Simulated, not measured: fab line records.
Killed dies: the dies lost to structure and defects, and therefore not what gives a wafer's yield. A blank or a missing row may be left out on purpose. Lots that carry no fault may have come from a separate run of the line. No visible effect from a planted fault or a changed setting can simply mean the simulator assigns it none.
fab line records	flow sky130
[record] lots = 13	wafers = 39	last-day = 50
route steps=708 shown VT_ADJUST_HVTP@96 VT_ADJUST_HVTR@138 GATE_OXIDE@196 RES_PROTECT@215 PAD_OPEN@708
lots with no fault: from the same line, run without faults
start-h: hours from the record's opening day to when the first of the lot's shown wafers began	wait-h: how many hours have passed since the lot's step before this one	" repeats the value in the row above	L1.1+2: several wafers, shown together as one row	- value missing, or start not given	* or withheld: withheld	< > ~ a bound
route shown NAME@n: NAME is a module with steps in the file, n the number in the route of the first one	usual: the fault-free wafers' mean and standard deviation	same: alike in all rows	chamber/n: place in a boat	sites: readings site by site	_std_site: standard deviation of those values	_edge_site: mean of outer sites minus mean of inner sites	radius-mm: how far each site lies from the wafer's centre	mask NAME#n: copy n	behind: the last tool/chamber to shape the wafer	hold: what put the lot on hold/how long, in hours/how the hold closed	device: transistor that didn't switch, given as n, p or np	end of line: tests of these same wafers at the route's end	where a step has no rows: the recipe by itself	killed: dies lost to structure and defects at the first sort, not the wafer's yield	map: shows each die of a wafer: x if killed, . if not, _ if none is there
set.NAME: the setting that was run; set.NAME@STEP: the one run at that earlier step	model.NAME: the simulator's own value behind a step, which no gauge read
steps of the route over a sample of lots; a table a step, a row a wafer
services: from which hour (start-h, from the record's first day; less than 0 if before it) a tool's chamber was out of use, for how many hours, and why
[[steps]]
[step SKY_VT_ADJUST_HVTP_TW_MEAS_11]
[usual] VT_ADJUST_HVTP_TW = 1363/17
lot.wafer	tool	chamber	start-h	wait-h	VT_ADJUST_HVTP_TW
L533.2	film-metro-03	-	130.51	0.1	1345
L533.5	"	-	"	"	1341
L533.6	"	-	"	"	1347
L534.2	film-metro-03	-	134.90	0.1	1339
L534.4	"	-	"	"	1334
L534.5	"	-	"	"	1337
L535.1	film-metro-01	-	140.70	0.1	1385
L535.4	"	-	"	"	1384
L535.5	"	-	"	"	1379
L536.3	film-metro-03	-	148.96	0.1	1342
L536.5	"	-	"	"	1345
L536.6	"	-	"	"	1344
L537.4	film-metro-01	-	152.03	0.1	1379
L537.5	"	-	"	"	1379
L537.6	"	-	"	"	1376
L538.1	film-metro-03	-	159.19	0.1	1343
L538.3	"	-	"	"	1343
L538.4	"	-	"	"	1334
L539.1	film-metro-01	-	166.95	0.1	1378
L539.2	"	-	"	"	1375
L539.3	"	-	"	"	1377
L540.2	film-metro-03	-	172.96	0.1	1336
L540.5	"	-	"	"	1347
L540.6	"	-	"	"	1345
L541.1	film-metro-04	-	180.05	0.1	1375
L541.2	"	-	"	"	1361
L541.6	"	-	"	"	1367
L543.4	film-metro-01	-	192.17	0.1	1376
L543.5	"	-	"	"	1376
L543.6	"	-	"	"	1381
L544.3	film-metro-04	-	195.76	0.1	1365
L544.4	"	-	"	"	1367
L544.5	"	-	"	"	1374
L553.1	film-metro-04	-	256.39	0.1	1360
L553.2	"	-	"	"	1356
L553.6	"	-	"	"	1365
L554.1	film-metro-04	-	261.76	0.1	1359
L554.4	"	-	"	"	1360
L554.6	"	-	"	"	1366
[step SKY_VT_ADJUST_HVTR_CD_MEAS_07]
[recipe] target-cd-nm = 380
[usual] cd-nm = 380/3.2
lot.wafer	tool	chamber	start-h	wait-h	cd-nm
L533.2	cd-sem-02	-	212.15	0.1	379
L533.5	"	-	"	"	379
L533.6	"	-	"	"	380
L534.2	cd-sem-02	-	216.96	0.1	378
L534.4	"	-	"	"	381
L534.5	"	-	"	"	379
L535.1	cd-sem-01	-	224.73	0.1	380
L535.4	"	-	"	"	382
L535.5	"	-	"	"	380
L536.3	cd-sem-02	-	234.42	0.1	383
L536.5	"	-	"	"	383
L536.6	"	-	"	"	383
L537.4	cd-sem-02	-	238.29	0.1	377
L537.5	"	-	"	"	379
L537.6	"	-	"	"	377
L538.1	cd-sem-01	-	246.08	0.1	375
L538.3	"	-	"	"	373
L538.4	"	-	"	"	373
L539.1	cd-sem-01	-	253.94	0.1	380
L539.2	"	-	"	"	380
L539.3	"	-	"	"	381
L540.2	cd-sem-02	-	262.50	0.1	389
L540.5	"	-	"	"	387
L540.6	"	-	"	"	386
L541.1	cd-sem-02	-	270.54	0.1	383
L541.2	"	-	"	"	382
L541.6	"	-	"	"	380
L543.4	cd-sem-01	-	285.44	0.1	381
L543.5	"	-	"	"	381
L543.6	"	-	"	"	380
L544.3	cd-sem-02	-	289.13	0.1	380
L544.4	"	-	"	"	380
L544.5	"	-	"	"	379
L553.1	cd-sem-02	-	357.43	0.1	378
L553.2	"	-	"	"	381
L553.6	"	-	"	"	380
L554.1	cd-sem-01	-	365.23	0.1	383
L554.4	"	-	"	"	380
L554.6	"	-	"	"	381
[step SKY_GATE_OXIDE_DEVELOP_09]
[recipe] resist = NOVOLAK	developer = TMAH	develop-time-s = 60	dev-temp-c = 23
lot.wafer	tool	chamber	start-h	wait-h
L533.2+5+6	litho-track-03	0	319.90	0.1
L534.2+4+5	litho-track-04	0	323.12	0.1
L535.1+4+5	litho-track-04	0	329.89	0.1
L536.3+5+6	litho-track-01	0	343.53	0.1
L537.4+5+6	litho-track-03	0	350.35	0.1
L538.1+3+4	litho-track-03	0	357.58	0.1
L539.1+2+3	litho-track-01	0	368.78	0.1
L540.2+5+6	litho-track-01	0	375.81	0.1
L541.1+2+6	litho-track-03	0	385.93	0.1
L543.4+5+6	litho-track-04	0	403.87	0.1
L544.3+4+5	litho-track-04	0	406.99	0.1
L553.1+2+6	litho-track-04	0	486.14	0.1
L554.1+4+6	litho-track-04	0	495.49	0.1
[step SKY_GATE_OXIDE_OVL_MEAS_10]
[usual] GATE_OXIDE_OVL = -0.2/1.4
lot.wafer	tool	chamber	start-h	wait-h	GATE_OXIDE_OVL[nm]
L533.2	overlay-01	-	320.03	0.1	-1.3
L533.5	"	-	"	"	0.5
L533.6	"	-	"	"	-0.3
L534.2	overlay-02	-	323.25	0.1	-1.4
L534.4	"	-	"	"	1.1
L534.5	"	-	"	"	1.1
L535.1	overlay-02	-	330.04	0.1	1.6
L535.4	"	-	"	"	0.2
L535.5	"	-	"	"	1.0
L536.3	overlay-02	-	343.65	0.1	-0.1
L536.5	"	-	"	"	-0.4
L536.6	"	-	"	"	2.5
L537.4	overlay-01	-	350.45	0.1	3.5
L537.5	"	-	"	"	1.2
L537.6	"	-	"	"	1.4
L538.1	overlay-02	-	357.73	0.1	-2.3
L538.3	"	-	"	"	-1.3
L538.4	"	-	"	"	0.2
L539.1	overlay-02	-	368.93	0.1	-3.1
L539.2	"	-	"	"	-1.6
L539.3	"	-	"	"	0.1
L540.2	overlay-02	-	375.94	0.1	2.7
L540.5	"	-	"	"	-0.7
L540.6	"	-	"	"	-0.8
L541.1	overlay-01	-	386.08	0.1	-0.1
L541.2	"	-	"	"	0.4
L541.6	"	-	"	"	1.2
L543.4	overlay-01	-	403.96	0.1	2.9
L543.5	"	-	"	"	0.1
L543.6	"	-	"	"	0.1
L544.3	overlay-01	-	407.10	0.1	-1.2
L544.4	"	-	"	"	-2.3
L544.5	"	-	"	"	-2.5
L553.1	overlay-01	-	486.29	0.1	-
L553.2	"	-	"	"	-
L553.6	"	-	"	"	-
L554.1	overlay-01	-	495.64	0.1	-
L554.4	"	-	"	"	-
L554.6	"	-	"	"	-
[step SKY_GATE_OXIDE_TW_MEAS_14]
[usual] GATE_OXIDE_TW = 227.7/1.4
lot.wafer	tool	chamber	start-h	wait-h	GATE_OXIDE_TW
L533.2	film-metro-04	-	320.44	0.1	228.0
L533.5	"	-	"	"	227.4
L533.6	"	-	"	"	228.4
L534.2	film-metro-04	-	323.76	0.1	227.1
L534.4	"	-	"	"	227.0
L534.5	"	-	"	"	229.1
L535.1	film-metro-04	-	330.43	0.1	227.3
L535.4	"	-	"	"	228.5
L535.5	"	-	"	"	226.2
L536.3	film-metro-01	-	344.04	0.1	228.3
L536.5	"	-	"	"	227.9
L536.6	"	-	"	"	227.6
L537.4	film-metro-02	-	350.87	0.1	226.7
L537.5	"	-	"	"	228.0
L537.6	"	-	"	"	227.4
L538.1	film-metro-04	-	358.12	0.1	229.4
L538.3	"	-	"	"	228.5
L538.4	"	-	"	"	230.1
L539.1	film-metro-02	-	369.32	0.1	227.1
L539.2	"	-	"	"	226.9
L539.3	"	-	"	"	227.3
L540.2	film-metro-01	-	376.34	0.1	228.6
L540.5	"	-	"	"	229.4
L540.6	"	-	"	"	227.4
L541.1	film-metro-04	-	386.48	0.1	229.6
L541.2	"	-	"	"	227.2
L541.6	"	-	"	"	226.8
L543.4	film-metro-04	-	404.36	0.1	228.0
L543.5	"	-	"	"	228.5
L543.6	"	-	"	"	228.5
L544.3	film-metro-04	-	407.50	0.1	226.7
L544.4	"	-	"	"	227.4
L544.5	"	-	"	"	226.7
L553.1	film-metro-01	-	486.68	0.1	30.8
L553.2	"	-	"	"	30.7
L553.6	"	-	"	"	30.7
L554.1	film-metro-02	-	496.03	0.1	29.8
L554.4	"	-	"	"	29.9
L554.6	"	-	"	"	29.9
[step SKY_RES_PROTECT_TW_MEAS_08]
[usual] POLY_GATE_TW = 4032/54
lot.wafer	tool	chamber	start-h	wait-h	POLY_GATE_TW
L533.2	film-metro-01	-	350.54	0.1	4083
L533.5	"	-	"	"	4089
L533.6	"	-	"	"	4077
L534.2	film-metro-02	-	354.30	0.1	4061
L534.4	"	-	"	"	4062
L534.5	"	-	"	"	4083
L535.1	film-metro-03	-	362.39	0.1	4005
L535.4	"	-	"	"	3989
L535.5	"	-	"	"	4008
L536.3	film-metro-03	-	376.00	0.1	4009
L536.5	"	-	"	"	3988
L536.6	"	-	"	"	3970
L537.4	film-metro-03	-	383.52	0.1	3987
L537.5	"	-	"	"	4008
L537.6	"	-	"	"	3993
L538.1	film-metro-02	-	389.94	0.1	4046
L538.3	"	-	"	"	4032
L538.4	"	-	"	"	4057
L539.1	film-metro-02	-	402.08	0.1	4059
L539.2	"	-	"	"	4038
L539.3	"	-	"	"	4054
L540.2	film-metro-02	-	412.30	0.1	4069
L540.5	"	-	"	"	4073
L540.6	"	-	"	"	4057
L541.1	film-metro-02	-	420.84	0.1	4089
L541.2	"	-	"	"	4077
L541.6	"	-	"	"	4073
L543.4	film-metro-03	-	438.11	0.1	3953
L543.5	"	-	"	"	3947
L543.6	"	-	"	"	3927
L544.3	film-metro-02	-	442.80	0.1	4078
L544.4	"	-	"	"	4066
L544.5	"	-	"	"	4068
[step SKY_PAD_OPEN_PROBE_99]
[usual] killed_at_M0_to_M3 = 45/6.8	killed_at_M4_up = 3.1/2	killed-at-contacts = 23/5.2	killed-at-front-end = 14/3.7	killed-at-other = 0.3/0.61	killed-dies = 86/9	killed-on-rim = 17/3.9	killed-open = 46/6.9	killed-short = 39/6.4
[same] gross-dies = 492	killed-at-back-side = 0
lot.wafer	tool	chamber	start-h	wait-h	killed_at_M0_to_M3	killed_at_M4_up	killed-at-contacts	killed-at-front-end	killed-at-other	killed-dies	killed-on-rim	killed-open	killed-short
L533.2	prober-02	-	1086.88	0.1	35	3	28	11	2	79	14	36	43
L533.5	prober-02	-	1087.03	0.2	55	3	20	10	1	89	16	45	44
L533.6	prober-02	-	1087.08	0.2	38	2	28	14	1	83	21	44	39
L534.2	prober-01	-	1088.01	0.1	38	0	26	16	0	80	16	48	32
L534.4	prober-01	-	1088.11	0.2	50	6	18	16	0	90	14	41	48
L534.5	prober-01	-	1088.16	0.2	40	4	16	24	0	84	18	49	34
L535.1	prober-02	-	1088.95	0.1	41	4	17	12	0	74	15	45	28
L535.4	prober-02	-	1089.10	0.2	33	3	24	17	0	77	16	45	29
L535.5	prober-02	-	1089.15	0.2	35	2	28	17	0	82	20	54	28
L536.3	prober-01	-	1097.81	0.2	48	1	27	14	0	90	21	46	43
L536.5	prober-01	-	1097.91	0.2	49	3	19	18	0	89	18	48	40
L536.6	prober-01	-	1097.96	0.2	43	1	21	12	1	78	15	41	37
L537.4	prober-02	-	1103.92	0.2	36	6	24	13	0	79	13	44	35
L537.5	prober-02	-	1103.97	0.2	43	4	26	17	0	90	16	45	41
L537.6	prober-02	-	1104.02	0.2	58	6	28	18	0	110	16	65	44
L538.1	prober-01	-	1109.75	0.1	56	6	29	12	0	103	19	59	44
L538.3	prober-01	-	1109.85	0.2	55	0	25	11	0	91	12	59	32
L538.4	prober-01	-	1109.90	0.2	44	2	17	14	0	77	16	45	32
L539.1	prober-02	-	1116.03	0.1	43	5	25	19	0	92	19	54	38
L539.2	prober-02	-	1116.08	0.1	46	0	24	10	0	80	14	50	30
L539.3	prober-02	-	1116.13	0.2	45	1	41	13	0	100	19	53	47
L540.2	prober-01	-	1120.86	0.1	37	5	26	8	0	76	15	42	34
L540.5	prober-01	-	1121.01	0.2	38	1	20	21	1	81	12	33	48
L540.6	prober-01	-	1121.06	0.2	42	0	28	13	0	83	18	40	43
L541.1	prober-02	-	1127.29	0.1	50	5	22	18	0	95	20	52	43
L541.2	prober-02	-	1127.34	0.1	44	5	24	19	1	93	20	52	41
L541.6	prober-02	-	1127.54	0.2	46	5	20	15	0	86	21	33	53
L543.4	prober-02	-	1139.31	0.2	37	4	27	13	0	81	13	42	39
L543.5	prober-02	-	1139.36	0.2	48	4	23	14	0	89	21	43	46
L543.6	prober-02	-	1139.41	0.2	35	2	14	16	0	67	21	33	34
L544.3	prober-01	-	1141.35	0.2	51	3	26	20	0	100	26	51	46
L544.4	prober-01	-	1141.40	0.2	43	2	17	16	0	78	18	42	35
L544.5	prober-01	-	1141.45	0.2	43	1	20	16	0	80	13	46	34
L554.1	prober-02	-	1199.06	0.1	55	8	16	411	2	492	96	46	46
L554.4	prober-02	-	1199.21	0.2	39	4	26	423	0	492	96	41	43
L554.6	prober-02	-	1199.31	0.2	49	6	25	412	0	492	96	48	43
L553.1	prober-01	-	1199.67	0.1	41	1	27	423	0	492	96	43	33
L553.2	prober-01	-	1199.72	0.1	36	2	16	438	0	492	96	35	35
L553.6	prober-01	-	1199.92	0.2	43	2	19	428	0	492	96	44	37
// killed by level:class
L533.2 CONTACT:geometric-particle:open=10 METAL1:geometric-particle:short=8 LI_CONTACT:geometric-particle:open=6 LI_CONTACT:geometric-particle:short=5 METAL2:geometric-particle:short=5 VIA3:geometric-particle:open=5 POLY_GATE:geometric-particle:short=4 VIA1:geometric-particle:open=4
L533.5 VIA1:geometric-particle:open=13 VIA1:geometric-particle:short=8 VIA3:geometric-particle:open=7 CONTACT:geometric-particle:open=7 METAL2:geometric-particle:short=7 LOCAL_INTERCONNECT:geometric-particle:short=6 LI_CONTACT:geometric-particle:open=5 METAL1:geometric-particle:short=5
L533.6 LI_CONTACT:geometric-particle:open=11 VIA1:geometric-particle:open=9 CONTACT:geometric-particle:open=8 METAL1:geometric-particle:short=5 VIA3:geometric-particle:open=5 CONTACT:geometric-particle:short=4 METAL2:geometric-particle:short=4 METAL3:geometric-particle:short=4
L534.2 VIA2:geometric-particle:open=10 LI_CONTACT:geometric-particle:open=7 VIA1:geometric-particle:open=7 LOCAL_INTERCONNECT:geometric-particle:short=6 VIA3:geometric-particle:open=6 CONTACT:geometric-particle:short=6 POLY_GATE:geometric-particle:open=5 CONTACT:geometric-particle:open=5
L534.4 VIA1:geometric-particle:open=19 CONTACT:geometric-particle:short=8 POLY_GATE:geometric-particle:open=6 METAL1:geometric-particle:short=6 VIA2:geometric-particle:short=5 POLY_GATE:geometric-particle:short=4 LI_CONTACT:geometric-particle:open=4 VIA2:geometric-particle:open=4
L534.5 VIA1:geometric-particle:open=13 POLY_GATE:geometric-particle:open=6 METAL2:geometric-particle:short=6 FIELD_ISO:geometric-particle:open=5 CONTACT:geometric-particle:short=5 CONTACT:geometric-particle:open=5 VIA3:geometric-particle:open=5 POLY_GATE:geometric-particle:short=4
L535.1 VIA1:geometric-particle:open=13 VIA2:geometric-particle:open=8 CONTACT:geometric-particle:open=6 CONTACT:geometric-particle:short=5 METAL2:geometric-particle:short=5 VIA3:geometric-particle:open=5 FIELD_ISO:geometric-particle:open=4 LI_CONTACT:geometric-particle:open=4
L535.4 VIA1:geometric-particle:open=9 CONTACT:geometric-particle:open=8 LI_CONTACT:geometric-particle:open=7 FIELD_ISO:geometric-particle:open=5 LOCAL_INTERCONNECT:geometric-particle:short=4 METAL1:geometric-particle:short=4 FIELD_ISO:geometric-particle:short=3 POLY_GATE:geometric-particle:open=3
L535.5 CONTACT:geometric-particle:open=16 VIA2:geometric-particle:open=8 LI_CONTACT:geometric-particle:open=7 POLY_GATE:geometric-particle:open=6 VIA1:geometric-particle:open=6 VIA1:geometric-particle:short=5 FIELD_ISO:geometric-particle:short=4 POLY_GATE:geometric-particle:short=4
L536.3 VIA1:geometric-particle:open=10 LI_CONTACT:geometric-particle:open=9 CONTACT:geometric-particle:open=8 METAL1:geometric-particle:short=8 VIA1:geometric-particle:short=8 VIA2:geometric-particle:open=7 CONTACT:geometric-particle:short=6 VIA3:geometric-particle:open=5
L536.5 LI_CONTACT:geometric-particle:open=10 VIA1:geometric-particle:open=10 VIA3:geometric-particle:open=8 VIA1:geometric-particle:short=7 VIA2:geometric-particle:open=7 FIELD_ISO:geometric-particle:short=6 METAL1:geometric-particle:short=5 CONTACT:geometric-particle:open=4
L536.6 VIA1:geometric-particle:open=13 METAL2:geometric-particle:short=7 CONTACT:geometric-particle:open=7 LI_CONTACT:geometric-particle:open=5 METAL1:geometric-particle:short=5 VIA3:geometric-particle:open=5 POLY_GATE:geometric-particle:short=4 LOCAL_INTERCONNECT:geometric-particle:short=4
L537.4 VIA1:geometric-particle:open=10 CONTACT:geometric-particle:open=9 FIELD_ISO:geometric-particle:open=7 LI_CONTACT:geometric-particle:open=6 METAL1:geometric-particle:short=6 VIA2:geometric-particle:open=6 METAL4:geometric-particle:short=5 LOCAL_INTERCONNECT:geometric-particle:short=4
L537.5 VIA1:geometric-particle:open=11 CONTACT:geometric-particle:open=10 VIA1:geometric-particle:short=10 VIA2:geometric-particle:open=9 LI_CONTACT:geometric-particle:open=5 FIELD_ISO:geometric-particle:short=4 CONTACT:geometric-particle:short=4 LOCAL_INTERCONNECT:geometric-particle:short=4
L537.6 VIA2:geometric-particle:open=12 VIA1:geometric-particle:open=11 CONTACT:geometric-particle:open=10 LI_CONTACT:geometric-particle:open=9 VIA3:geometric-particle:open=8 METAL1:geometric-particle:short=7 VIA1:geometric-particle:short=7 METAL3:geometric-particle:short=5
L538.1 VIA3:geometric-particle:open=12 CONTACT:geometric-particle:open=10 VIA1:geometric-particle:open=10 METAL1:geometric-particle:short=8 VIA3:geometric-particle:short=7 FIELD_ISO:geometric-particle:open=6 LI_CONTACT:geometric-particle:open=6 METAL2:geometric-particle:short=6
L538.3 VIA1:geometric-particle:open=20 CONTACT:geometric-particle:open=11 VIA2:geometric-particle:open=7 VIA3:geometric-particle:open=7 VIA1:geometric-particle:short=6 VIA3:geometric-particle:short=6 LI_CONTACT:geometric-particle:open=5 POLY_GATE:geometric-particle:open=4
L538.4 VIA1:geometric-particle:open=11 VIA3:geometric-particle:open=7 CONTACT:geometric-particle:open=5 VIA2:geometric-particle:open=5 FIELD_ISO:geometric-particle:open=4 POLY_GATE:geometric-particle:open=4 METAL2:geometric-particle:short=4 CONTACT:geometric-particle:short=4
L539.1 LI_CONTACT:geometric-particle:open=9 VIA1:geometric-particle:open=9 VIA3:geometric-particle:open=9 CONTACT:geometric-particle:open=8 FIELD_ISO:geometric-particle:open=7 METAL2:geometric-particle:short=6 SPACER:geometric-particle:open=5 METAL1:geometric-particle:short=5
L539.2 VIA2:geometric-particle:open=15 CONTACT:geometric-particle:open=8 VIA1:geometric-particle:open=8 FIELD_ISO:geometric-particle:short=5 LI_CONTACT:geometric-particle:open=5 LI_CONTACT:geometric-particle:short=5 VIA3:geometric-particle:open=5 METAL1:geometric-particle:short=4
L539.3 VIA1:geometric-particle:open=13 CONTACT:geometric-particle:open=13 LI_CONTACT:geometric-particle:short=9 LI_CONTACT:geometric-particle:open=9 LOCAL_INTERCONNECT:geometric-particle:short=8 VIA2:geometric-particle:open=7 METAL1:geometric-particle:short=6 SPACER:geometric-particle:short=4
L540.2 CONTACT:geometric-particle:open=9 VIA1:geometric-particle:open=8 LI_CONTACT:geometric-particle:open=7 VIA1:geometric-particle:short=7 FIELD_ISO:geometric-particle:open=6 METAL2:geometric-particle:short=6 VIA2:geometric-particle:open=5 LI_CONTACT:geometric-particle:short=4
L540.5 FIELD_ISO:geometric-particle:short=7 METAL1:geometric-particle:short=7 VIA1:geometric-particle:open=7 POLY_GATE:geometric-particle:short=5 LI_CONTACT:geometric-particle:open=5 CONTACT:geometric-particle:short=5 CONTACT:geometric-particle:open=4 VIA2:geometric-particle:short=4
L540.6 VIA1:geometric-particle:open=10 CONTACT:geometric-particle:short=9 VIA3:geometric-particle:short=7 LOCAL_INTERCONNECT:geometric-particle:short=7 VIA2:geometric-particle:open=6 LI_CONTACT:geometric-particle:open=6 POLY_GATE:geometric-particle:open=4 CONTACT:geometric-particle:open=4
L541.1 VIA1:geometric-particle:open=10 VIA3:geometric-particle:open=9 METAL1:geometric-particle:short=8 VIA2:geometric-particle:open=8 CONTACT:geometric-particle:short=7 FIELD_ISO:geometric-particle:open=6 LI_CONTACT:geometric-particle:open=6 CONTACT:geometric-particle:open=6
L541.2 VIA1:geometric-particle:open=10 CONTACT:geometric-particle:open=9 VIA3:geometric-particle:open=8 FIELD_ISO:geometric-particle:open=7 FIELD_ISO:geometric-particle:short=5 LOCAL_INTERCONNECT:geometric-particle:short=5 VIA3:geometric-particle:short=5 METAL4:geometric-particle:short=5
L541.6 METAL1:geometric-particle:short=11 METAL2:geometric-particle:short=8 LI_CONTACT:geometric-particle:open=7 CONTACT:geometric-particle:open=5 VIA1:geometric-particle:short=5 VIA3:geometric-particle:short=5 FIELD_ISO:geometric-particle:short=4 VIA1:geometric-particle:open=4
L543.4 CONTACT:geometric-particle:open=9 VIA2:geometric-particle:open=8 VIA1:geometric-particle:open=8 LI_CONTACT:geometric-particle:open=5 LOCAL_INTERCONNECT:geometric-particle:short=5 CONTACT:geometric-particle:short=5 METAL2:geometric-particle:short=5 VIA3:geometric-particle:open=5
L543.5 CONTACT:geometric-particle:open=9 METAL2:geometric-particle:short=8 VIA1:geometric-particle:open=8 METAL1:geometric-particle:short=7 VIA2:geometric-particle:open=5 LOCAL_INTERCONNECT:geometric-particle:short=5 VIA3:geometric-particle:open=5 POLY_GATE:geometric-particle:short=4
L543.6 VIA1:geometric-particle:open=10 CONTACT:geometric-particle:open=8 METAL2:geometric-particle:short=7 METAL1:geometric-particle:short=5 FIELD_ISO:geometric-particle:short=4 POLY_GATE:geometric-particle:open=4 POLY_GATE:geometric-particle:short=3 VIA1:geometric-particle:short=3
L544.3 LI_CONTACT:geometric-particle:open=10 VIA1:geometric-particle:open=10 METAL2:geometric-particle:short=8 FIELD_ISO:geometric-particle:short=7 VIA2:geometric-particle:open=7 METAL1:geometric-particle:short=7 VIA1:geometric-particle:short=5 CONTACT:geometric-particle:short=4
L544.4 VIA1:geometric-particle:open=13 CONTACT:geometric-particle:open=8 VIA1:geometric-particle:short=8 FIELD_ISO:geometric-particle:open=5 FIELD_ISO:geometric-particle:short=5 VIA3:geometric-particle:open=5 LI_CONTACT:geometric-particle:open=4 CONTACT:geometric-particle:short=4
L544.5 CONTACT:geometric-particle:open=8 VIA3:geometric-particle:open=8 VIA2:geometric-particle:open=7 FIELD_ISO:geometric-particle:short=6 FIELD_ISO:geometric-particle:open=5 LI_CONTACT:geometric-particle:open=5 VIA1:geometric-particle:short=5 VIA1:geometric-particle:open=4
L554.1 GATE_OXIDE:area-develop=397 VIA1:geometric-particle:open=17 METAL1:geometric-particle:short=7 POLY_GATE:geometric-particle:short=6 METAL2:geometric-particle:short=6 LI_CONTACT:geometric-particle:open=5 VIA3:geometric-particle:open=5 VIA3:geometric-particle:short=5
L554.4 GATE_OXIDE:area-develop=406 CONTACT:geometric-particle:open=9 VIA1:geometric-particle:short=8 METAL2:geometric-particle:short=8 LI_CONTACT:geometric-particle:open=7 VIA1:geometric-particle:open=5 FIELD_ISO:geometric-particle:short=4 POLY_GATE:geometric-particle:short=4
L554.6 GATE_OXIDE:area-develop=399 VIA1:geometric-particle:open=13 METAL1:geometric-particle:short=12 LI_CONTACT:geometric-particle:open=9 VIA2:geometric-particle:open=8 CONTACT:geometric-particle:open=7 CONTACT:geometric-particle:short=5 VIA1:geometric-particle:short=5
L553.1 GATE_OXIDE:area-develop=416 CONTACT:geometric-particle:open=12 LI_CONTACT:geometric-particle:open=9 VIA1:geometric-particle:open=7 METAL1:geometric-particle:short=6 METAL2:geometric-particle:short=5 VIA3:geometric-particle:open=5 VIA2:geometric-particle:open=4
L553.2 GATE_OXIDE:area-develop=422 VIA1:geometric-particle:open=11 POLY_GATE:geometric-particle:short=7 VIA2:geometric-particle:open=6 FIELD_ISO:geometric-particle:short=5 CONTACT:geometric-particle:open=5 METAL1:geometric-particle:short=5 VIA1:geometric-particle:short=5
L553.6 GATE_OXIDE:area-develop=411 VIA1:geometric-particle:open=14 CONTACT:geometric-particle:open=7 METAL3:geometric-particle:short=6 FIELD_ISO:geometric-particle:open=5 LI_CONTACT:geometric-particle:open=5 VIA1:geometric-particle:short=5 FIELD_ISO:geometric-particle:short=4
[[services]]
tool	chamber	start-h	hours	kind
litho-track-04	-	473.25	-	consumable-replace:filter
[[key]]
[first-sign] step = SKY_GATE_OXIDE_OVL_MEAS_10	reading = GATE_OXIDE_OVL	direction = missing
[effect] step = SKY_GATE_OXIDE_TW_MEAS_14	reading = GATE_OXIDE_TW	direction = down	sigmas = 99+	usual = 227.7	struck = 30.3
[effect] step = SKY_PAD_OPEN_PROBE_99	reading = killed-at-front-end	direction = up	sigmas = 99+	usual = 14	struck = 422
[more-kills-born-at] SKY_GATE_OXIDE_DEVELOP_09@litho-track-04 = 2451
met-at SKY_GATE_OXIDE_DEVELOP_09
struck-lots L553,L554
later-rows-left-out L553.1,L553.2,L553.6,L554.1,L554.4,L554.6
tester-left-out L553,L554
not-acting-at SKY_VT_ADJUST_HVTP_TW_MEAS_11,SKY_VT_ADJUST_HVTR_CD_MEAS_07,SKY_RES_PROTECT_TW_MEAS_08
onset-between 406.99 486.14
also-fits time
[fault] kind = process-parameter-drift	tool = litho-track-04	chamber = -	onset-h = 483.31	steps = SKY_GATE_OXIDE_DEVELOP_09	channel = develop-time-s	offset = *	shape = step	end-h = 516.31	acts-in = *	stated = *
// tester-left-out: of these lots the tester's yield and bins aren't shown, on N5 and GAA mostly nor the transistor test; their killed dies are dies lost to structure and defects alone, not to doping, threshold or leakage, so they don't give the yield
// later-rows-left-out: the simulator's readings of these wafers behind a module that went badly wrong aren't trusted and aren't shown, but for the sort
